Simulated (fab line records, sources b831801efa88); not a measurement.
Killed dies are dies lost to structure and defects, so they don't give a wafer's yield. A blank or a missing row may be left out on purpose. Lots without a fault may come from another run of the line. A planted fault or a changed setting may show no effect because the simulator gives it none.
fab line records | flow gf180mcu
record lots=24 wafers=72 last_day=34
route steps=602 shown V4@491 M5@534 V5@555 TOP_METAL@571 PASSIVATION@588
lots that met no fault: from a run of the same line without faults
start_h: hours from the record's first day to the start of the lot's first wafer shown | wait_h: hours since the lot's step before | " the same as in the row above | L1.1+2: a row that stands for several wafers | - no value, or no start given | * or withheld: withheld | < > ~ a bound
route shown NAME@n: a module of which the file shows steps, and the number in the route of the first | usual: mean/standard deviation of fault-free wafers | same: alike in all rows | chamber/n: place in a boat | sites: the reading at each site | _std_site: their standard deviation | _edge_site: outer sites' mean less inner sites' | radius_mm: how far each site lies from the wafer's centre | mask NAME#n: copy n | behind: the tool/chamber that last shaped the wafer | hold: why the lot was held/for how many hours/how that ended | device: the transistor (n, p or np) that didn't switch | end of line: the same wafers' tests at the end of the route | a step without rows: its recipe alone | killed: dies lost to structure and defects at the first sort, not the wafer's yield | map: a wafer's dies, x killed, . not, _ none there
set.NAME: the setting as run; set.NAME@STEP: as run at that earlier step | model.NAME: the simulator's own value behind a step, which no gauge read
steps of the route over a sample of lots; a table a step, a row a wafer
services: from which hour (start_h, from the record's first day; less than 0 if before it) a tool's chamber was out of use, for how many hours, and why
## steps
# step GF_V4_OVL_MEAS_15
# usual V4_OVL=0/5.7
# columns lot.wafer tool chamber start_h wait_h V4_OVL[nm]
L074.1 overlay-01 - 570.05 0.1 -3
L074.2 " - " " -11
L074.5 " - " " -2
L075.2 overlay-01 - 579.07 0.1 0
L075.3 " - " " 1
L075.4 " - " " -1
L076.1 overlay-02 - 587.25 0.1 -1
L076.3 " - " " -10
L076.5 " - " " 1
L077.1 overlay-01 - 587.60 0.1 15
L077.2 " - " " 6
L077.4 " - " " 6
L078.3 overlay-01 - 603.71 0.1 -3
L078.5 " - " " -7
L078.6 " - " " -2
L079.2 overlay-02 - 605.92 0.1 -2
L079.4 " - " " 2
L079.6 " - " " -1
L080.3 overlay-02 - 617.23 0.1 6
L080.5 " - " " 3
L080.6 " - " " 3
L081.2 overlay-02 - 625.15 0.1 -11
L081.3 " - " " 3
L081.6 " - " " -1
L082.1 overlay-01 - 629.55 0.1 -4
L082.2 " - " " -1
L082.5 " - " " 1
L083.4 overlay-01 - 632.61 0.1 -9
L083.5 " - " " -3
L083.6 " - " " -9
L084.1 overlay-02 - 645.29 0.1 -14
L084.3 " - " " -15
L084.5 " - " " -10
L085.1 overlay-01 - 650.22 0.1 12
L085.3 " - " " 9
L085.5 " - " " 10
L086.1 overlay-01 - 657.49 0.1 2
L086.3 " - " " 2
L086.4 " - " " 4
L087.2 overlay-02 - 663.06 0.1 -5
L087.4 " - " " 4
L087.6 " - " " 5
L088.1 overlay-02 - 672.88 0.1 -6
L088.4 " - " " -6
L088.6 " - " " -3
L089.2 overlay-01 - 682.85 0.1 -8
L089.3 " - " " -3
L089.4 " - " " -7
L090.1 overlay-02 - 692.52 0.1 -3
L090.4 " - " " -7
L090.6 " - " " -3
L091.3 overlay-01 - 694.53 0.1 1
L091.5 " - " " 0
L091.6 " - " " 3
L092.1 overlay-02 - 698.99 0.1 10
L092.3 " - " " 8
L092.4 " - " " 8
L093.2 overlay-01 - 709.02 0.1 -1
L093.3 " - " " -7
L093.4 " - " " -8
L094.1 overlay-01 - 710.25 0.1 -2
L094.2 " - " " -2
L094.5 " - " " 4
L095.2 overlay-02 - 716.32 0.1 1
L095.3 " - " " 3
L095.6 " - " " 3
L096.1 overlay-02 - 734.30 0.1 3
L096.4 " - " " 8
L096.6 " - " " 0
L097.2 overlay-01 - 735.10 0.1 3
L097.5 " - " " 0
L097.6 " - " " 0
# step GF_V4_CVD_23
# recipe material=W target_thk_nm=350 time_s=104.9 temp_c=400 pressure_torr=40
# usual heater_power_w=814/41
# columns lot.wafer tool chamber start_h wait_h heater_power_w
L074.1 cvd_w-01 1 570.86 0.0 829
L074.2 " 0 " " 797
L074.5 " 0 " " 796
L075.2 cvd_w-02 0 579.87 0.0 863
L075.3 " 1 " " 756
L075.4 " 0 " " 876
L076.1 cvd_w-02 0 588.04 0.0 851
L076.3 " 0 " " 830
L076.5 " 1 " " 757
L077.1 cvd_w-02 1 588.42 0.0 777
L077.2 " 0 " " 865
L077.4 " 1 " " 770
L078.3 cvd_w-01 0 604.53 0.1 806
L078.5 " 0 " " 813
L078.6 " 1 " " 836
L079.2 cvd_w-02 1 606.82 0.0 767
L079.4 " 0 " " 833
L079.6 " 1 " " 759
L080.3 cvd_w-01 1 618.05 0.1 861
L080.5 " 1 " " 828
L080.6 " 0 " " 781
L081.2 cvd_w-02 1 625.98 0.0 746
L081.3 " 0 " " 858
L081.6 " 0 " " 841
L082.1 cvd_w-01 1 630.40 0.0 854
L082.2 " 0 " " 833
L082.5 " 1 " " 855
L083.4 cvd_w-01 1 633.43 0.1 849
L083.5 " 0 " " 827
L083.6 " 1 " " 825
L084.1 cvd_w-01 0 646.13 0.0 813
L084.3 " 0 " " 804
L084.5 " 0 " " 803
L085.1 cvd_w-01 0 651.01 0.0 809
L085.3 " 0 " " 818
L085.5 " 1 " " 853
L086.1 cvd_w-02 0 658.29 0.0 858
L086.3 " 0 " " 870
L086.4 " 1 " " 747
L087.2 cvd_w-02 1 663.85 0.0 756
L087.4 " 0 " " 833
L087.6 " 1 " " 757
L088.1 cvd_w-02 1 673.77 0.0 761
L088.4 " 1 " " 775
L088.6 " 1 " " 753
L089.2 cvd_w-01 0 683.67 0.0 816
L089.3 " 0 " " 827
L089.4 " 1 " " 840
L090.1 cvd_w-02 1 693.31 0.0 756
L090.4 " 1 " " 759
L090.6 " 1 " " 768
L091.3 cvd_w-02 0 695.35 0.1 864
L091.5 " 1 " " 762
L091.6 " 0 " " 859
L092.1 cvd_w-02 0 699.79 0.0 846
L092.3 " 0 " " 855
L092.4 " 1 " " 784
L093.2 cvd_w-02 1 709.82 0.0 732
L093.3 " 0 " " 859
L093.4 " 1 " " 745
L094.1 cvd_w-02 0 711.05 0.0 857
L094.2 " 1 " " 759
L094.5 " 0 " " 858
L095.2 cvd_w-02 1 717.14 0.0 766
L095.3 " 0 " " 867
L095.6 " 0 " " 846
L096.1 cvd_w-02 0 735.14 0.0 873
L096.4 " 1 " " 772
L096.6 " 0 " " 865
L097.2 cvd_w-02 0 735.89 0.0 853
L097.5 " 0 " " 855
L097.6 " 1 " " 760
# step GF_M5_OVL_MEAS_08
# usual M5_OVL=-1/5.2
# columns lot.wafer tool chamber start_h wait_h M5_OVL[nm]
L074.1 overlay-01 - 614.82 0.1 -3
L074.2 " - " " 3
L074.5 " - " " -4
L075.2 overlay-02 - 623.22 0.1 5
L075.3 " - " " -6
L075.4 " - " " -3
L077.1 overlay-01 - 631.27 0.1 -5
L077.2 " - " " -7
L077.4 " - " " -2
L076.1 overlay-02 - 631.37 0.1 0
L076.3 " - " " -2
L076.5 " - " " 0
L078.3 overlay-01 - 646.43 0.1 9
L078.5 " - " " -1
L078.6 " - " " -1
L079.2 overlay-01 - 648.56 0.1 -4
L079.4 " - " " -5
L079.6 " - " " -3
L080.3 overlay-01 - 659.83 0.1 -3
L080.5 " - " " 2
L080.6 " - " " 2
L081.2 overlay-01 - 667.76 0.1 -9
L081.3 " - " " -1
L081.6 " - " " -6
L082.1 overlay-02 - 671.02 0.1 1
L082.2 " - " " -4
L082.5 " - " " -2
L083.4 overlay-02 - 673.59 0.1 4
L083.5 " - " " -4
L083.6 " - " " -2
L084.1 overlay-01 - 686.30 0.1 1
L084.3 " - " " 4
L084.5 " - " " 6
L085.1 overlay-02 - 690.02 0.1 -6
L085.3 " - " " -10
L085.5 " - " " -9
L086.1 overlay-01 - 697.47 0.1 -4
L086.3 " - " " -7
L086.4 " - " " -4
L087.2 overlay-01 - 702.56 0.1 -8
L087.4 " - " " -9
L087.6 " - " " -10
L088.1 overlay-02 - 713.87 0.1 1
L088.4 " - " " 5
L088.6 " - " " 5
L089.2 overlay-01 - 722.11 0.1 -12
L089.3 " - " " -1
L089.4 " - " " -6
L090.1 overlay-02 - 730.80 0.1 3
L090.4 " - " " 9
L090.6 " - " " 3
L091.3 overlay-02 - 732.46 0.1 6
L091.5 " - " " 2
L091.6 " - " " -5
L092.1 overlay-01 - 736.50 0.1 -5
L092.3 " - " " -3
L092.4 " - " " -2
L093.2 overlay-02 - 746.66 0.1 7
L093.3 " - " " 2
L093.4 " - " " 13
L094.1 overlay-02 - 747.97 0.1 2
L094.2 " - " " 5
L094.5 " - " " 1
L095.2 overlay-02 - 753.63 0.1 -9
L095.3 " - " " -1
L095.6 " - " " 3
L096.1 overlay-02 - 769.35 0.1 4
L096.4 " - " " 11
L096.6 " - " " 11
L097.2 overlay-01 - 770.31 0.1 -3
L097.5 " - " " -4
L097.6 " - " " -5
# step GF_V5_OVL_MEAS_15
# usual V5_OVL=-3/6.4
# columns lot.wafer tool chamber start_h wait_h V5_OVL[nm]
L074.1 overlay-02 - 636.45 0.1 1
L074.2 " - " " 2
L074.5 " - " " 0
L075.2 overlay-02 - 644.65 0.1 -3
L075.3 " - " " -10
L075.4 " - " " 0
L077.1 overlay-01 - 652.69 0.1 -4
L077.2 " - " " -4
L077.4 " - " " -9
L076.1 overlay-02 - 653.02 0.1 -3
L076.3 " - " " -1
L076.5 " - " " 1
L078.3 overlay-02 - 667.76 0.1 -17
L078.5 " - " " -5
L078.6 " - " " -18
L079.2 overlay-01 - 670.06 0.1 -13
L079.4 " - " " -11
L079.6 " - " " -10
L080.3 overlay-02 - 680.11 0.1 9
L080.5 " - " " 0
L080.6 " - " " 0
L081.2 overlay-01 - 692.35 0.1 -13
L081.3 " - " " -15
L081.6 " - " " -17
L082.1 overlay-01 - 693.17 0.1 2
L082.2 " - " " 8
L082.5 " - " " 1
L083.4 overlay-02 - 694.49 0.1 -10
L083.5 " - " " -11
L083.6 " - " " -9
L084.1 overlay-02 - 706.59 0.1 -2
L084.3 " - " " -2
L084.5 " - " " 0
L085.1 overlay-01 - 709.89 0.1 1
L085.3 " - " " -2
L085.5 " - " " 3
L086.1 overlay-02 - 717.92 0.1 -2
L086.3 " - " " 2
L086.4 " - " " 0
L087.2 overlay-01 - 721.76 0.1 -11
L087.4 " - " " -8
L087.6 " - " " -9
L088.1 overlay-01 - 733.37 0.1 -7
L088.4 " - " " 2
L088.6 " - " " -5
L089.2 overlay-02 - 741.20 0.1 -11
L089.3 " - " " -5
L089.4 " - " " -11
L090.1 overlay-01 - 749.60 0.1 7
L090.4 " - " " 8
L090.6 " - " " 12
L091.3 overlay-01 - 751.06 0.1 1
L091.5 " - " " -2
L091.6 " - " " -3
L092.1 overlay-01 - 754.95 0.1 -9
L092.3 " - " " -6
L092.4 " - " " -9
L093.2 overlay-01 - 764.85 0.1 -6
L093.3 " - " " -3
L093.4 " - " " -9
L094.1 overlay-01 - 766.12 0.1 -3
L094.2 " - " " -4
L094.5 " - " " 0
L095.2 overlay-01 - 771.31 0.1 -1
L095.3 " - " " 5
L095.6 " - " " -5
L096.1 overlay-02 - 786.12 0.1 0
L096.4 " - " " -4
L096.6 " - " " -3
L097.2 overlay-02 - 787.67 0.1 9
L097.5 " - " " 3
L097.6 " - " " 7
# step GF_TOP_METAL_SPUTTER_04
# recipe material=TiN target_thk_nm=25 power_w=6500 time_s=20.8 chamber_pressure_pa=0.4
# usual chamber_pressure_pa=0.3999/0.00068 throttle_valve_pct=30.3/1.1
# columns lot.wafer tool chamber start_h wait_h chamber_pressure_pa throttle_valve_pct
L074.1 pvd_sputter-01 - 638.10 0.0 0.3992 31.5
L074.2 " - " " 0.3998 28.4
L074.5 " - " " 0.3995 28.5
L075.2 pvd_sputter-04 - 646.28 0.0 0.4001 30.9
L075.3 " - " " 0.3996 29.1
L075.4 " - " " 0.3994 31.5
L077.1 pvd_sputter-04 - 654.30 0.0 0.3995 30.5
L077.2 " - " " 0.3999 29.4
L077.4 " - " " 0.3980 31.0
L076.1 pvd_sputter-01 - 654.63 0.0 0.4000 31.3
L076.3 " - " " 0.3991 29.4
L076.5 " - " " 0.4010 31.7
L078.3 pvd_sputter-02 - 669.46 0.0 0.3996 29.5
L078.5 " - " " 0.3998 30.7
L078.6 " - " " 0.3996 30.9
L079.2 pvd_sputter-04 - 671.66 0.0 0.4000 31.0
L079.4 " - " " 0.3998 30.4
L079.6 " - " " 0.4006 31.2
L080.3 pvd_sputter-04 - 681.76 0.0 0.4003 29.2
L080.5 " - " " 0.3989 31.2
L080.6 " - " " 0.4007 29.2
L081.2 pvd_sputter-01 - 693.98 0.0 0.3991 31.7
L081.3 " - " " 0.3993 31.5
L081.6 " - " " 0.4000 31.5
L082.1 pvd_sputter-01 - 694.79 0.0 0.4001 31.5
L082.2 " - " " 0.4006 29.7
L082.5 " - " " 0.4011 31.3
L083.4 pvd_sputter-04 - 696.08 0.0 0.3994 30.9
L083.5 " - " " 0.3998 31.3
L083.6 " - " " 0.4002 30.4
L084.1 pvd_sputter-02 - 708.20 0.0 0.4007 30.3
L084.3 " - " " 0.4000 29.8
L084.5 " - " " 0.3997 29.4
L085.1 pvd_sputter-04 - 711.56 0.0 0.3987 30.8
L085.3 " - " " 0.4002 30.1
L085.5 " - " " 0.3997 31.2
L086.1 pvd_sputter-04 - 719.60 0.0 0.4005 29.0
L086.3 " - " " 0.4008 31.0
L086.4 " - " " 0.4013 31.3
L087.2 pvd_sputter-01 - 723.49 0.0 0.3999 31.3
L087.4 " - " " 0.4001 29.4
L087.6 " - " " 0.3997 29.4
L088.1 pvd_sputter-02 - 735.06 0.0 0.3999 29.7
L088.4 " - " " 0.3999 30.9
L088.6 " - " " 0.3996 30.8
L089.2 pvd_sputter-01 - 742.80 0.0 0.3995 31.3
L089.3 " - " " 0.4009 31.3
L089.4 " - " " 0.4004 28.3
L090.1 pvd_sputter-02 - 751.21 0.0 0.4003 29.6
L090.4 " - " " 0.4011 30.7
L090.6 " - " " 0.3993 29.5
L091.3 pvd_sputter-04 - 752.65 0.0 0.3995 29.1
L091.5 " - " " 0.3998 30.3
L091.6 " - " " 0.4003 31.3
L092.1 pvd_sputter-01 - 756.57 0.0 0.3992 31.8
L092.3 " - " " 0.3998 31.2
L092.4 " - " " 0.3995 29.5
L093.2 pvd_sputter-04 - 766.45 0.0 0.4003 29.1
L093.3 " - " " 0.4004 30.1
L093.4 " - " " 0.3996 30.7
L094.1 pvd_sputter-04 - 767.76 0.0 0.4010 31.3
L094.2 " - " " 0.4000 30.0
L094.5 " - " " 0.4011 31.2
L095.2 pvd_sputter-04 - 772.94 0.0 0.3998 30.3
L095.3 " - " " 0.4010 29.3
L095.6 " - " " 0.4009 29.2
L096.1 pvd_sputter-01 - 787.76 0.0 0.4001 31.3
L096.4 " - " " 0.3999 29.1
L096.6 " - " " 0.3992 29.2
L097.2 pvd_sputter-01 - 789.32 0.0 0.3987 31.5
L097.5 " - " " 0.4001 28.2
L097.6 " - " " 0.4003 31.8
# step GF_PASSIVATION_THK_MEAS_01
# recipe reads=SiO2_of_PASSIVATION_CVD_00
# usual PASSIVATION_CVD_00_THK=999/11
# columns lot.wafer tool chamber start_h wait_h PASSIVATION_CVD_00_THK[nm]
L074.1 film_metro-03 - 658.70 0.0 993
L074.2 " - " " 993
L074.5 " - " " 1011
L075.2 film_metro-03 - 667.19 0.0 993
L075.3 " - " " 1003
L075.4 " - " " 1009
L077.1 film_metro-04 - 674.33 0.0 990
L077.2 " - " " 976
L077.4 " - " " 991
L076.1 film_metro-04 - 674.64 0.0 980
L076.3 " - " " 994
L076.5 " - " " 1000
L078.3 film_metro-03 - 689.35 0.1 988
L078.5 " - " " 1006
L078.6 " - " " 1015
L079.2 film_metro-03 - 691.00 0.0 974
L079.4 " - " " 995
L079.6 " - " " 1001
L080.3 film_metro-04 - 702.21 0.1 1006
L080.5 " - " " 997
L080.6 " - " " 1014
L081.2 film_metro-04 - 713.04 0.0 980
L081.3 " - " " 981
L081.6 " - " " 1005
L082.1 film_metro-04 - 713.99 0.0 985
L082.2 " - " " 1003
L082.5 " - " " 1000
L083.4 film_metro-04 - 715.93 0.0 997
L083.5 " - " " 1024
L083.6 " - " " 1000
L084.1 film_metro-04 - 727.80 0.0 1007
L084.3 " - " " 1008
L084.5 " - " " 1009
L085.1 film_metro-04 - 730.36 0.0 993
L085.3 " - " " 974
L085.5 " - " " 1005
L086.1 film_metro-04 - 739.03 0.0 991
L086.3 " - " " 1003
L086.4 " - " " 1018
L087.2 film_metro-02 - 741.76 0.0 990
L087.4 " - " " 1007
L087.6 " - " " 1004
L088.1 film_metro-02 - 752.45 0.0 987
L088.4 " - " " 1004
L088.6 " - " " 1011
L089.2 film_metro-02 - 760.19 0.0 976
L089.3 " - " " 994
L089.4 " - " " 1003
L090.1 film_metro-02 - 768.18 0.0 992
L090.4 " - " " 1000
L090.6 " - " " 1003
L091.3 film_metro-04 - 770.02 0.1 1009
L091.5 " - " " 1021
L091.6 " - " " 1012
L092.1 film_metro-03 - 773.64 0.0 1001
L092.3 " - " " 998
L092.4 " - " " 1017
L093.2 film_metro-04 - 783.11 0.0 995
L093.3 " - " " 990
L093.4 " - " " 1002
L094.1 film_metro-03 - 784.36 0.0 967
L094.2 " - " " 986
L094.5 " - " " 998
L095.2 film_metro-04 - 789.82 0.0 990
L095.3 " - " " 982
L095.6 " - " " 1018
L096.1 film_metro-04 - 804.08 0.0 996
L096.4 " - " " 1004
L096.6 " - " " 1015
L097.2 film_metro-04 - 805.00 0.0 987
L097.5 " - " " 1005
L097.6 " - " " 1000
## services
# columns tool chamber start_h hours kind
cvd_w-01 - 572.36 24.4 repair
pvd_sputter-02 - 577.15 8.9 repair
pvd_sputter-01 3 589.84 - consumable_replace:kit
pvd_sputter-01 3 589.84 18.0 scheduled_down
pvd_sputter-01 3 589.84 18.0 vent_cycle
pvd_sputter-02 2 590.39 - consumable_replace:kit
pvd_sputter-02 2 590.39 18.0 scheduled_down
pvd_sputter-02 2 590.39 18.0 vent_cycle
cvd_w-01 - 596.78 2.8 pm
cvd_w-01 1 619.87 9.1 repair
cvd_w-02 - 630.18 9.0 repair
cvd_w-01 0 662.37 11.2 repair
cvd_w-01 - 668.79 6.9 pm
pvd_sputter-01 - 689.69 1.0 repair
pvd_sputter-04 3 699.79 - consumable_replace:kit
pvd_sputter-04 3 699.79 18.0 scheduled_down
pvd_sputter-04 3 699.79 18.0 vent_cycle
pvd_sputter-01 2 700.80 - consumable_replace:kit
pvd_sputter-01 2 700.80 18.0 scheduled_down
pvd_sputter-01 2 700.80 18.0 vent_cycle
pvd_sputter-02 1 712.88 - consumable_replace:kit
pvd_sputter-04 - 729.22 5.4 repair
cvd_w-02 - 733.04 1.4 repair
pvd_sputter-02 - 736.99 4.6 repair
## key
fault none
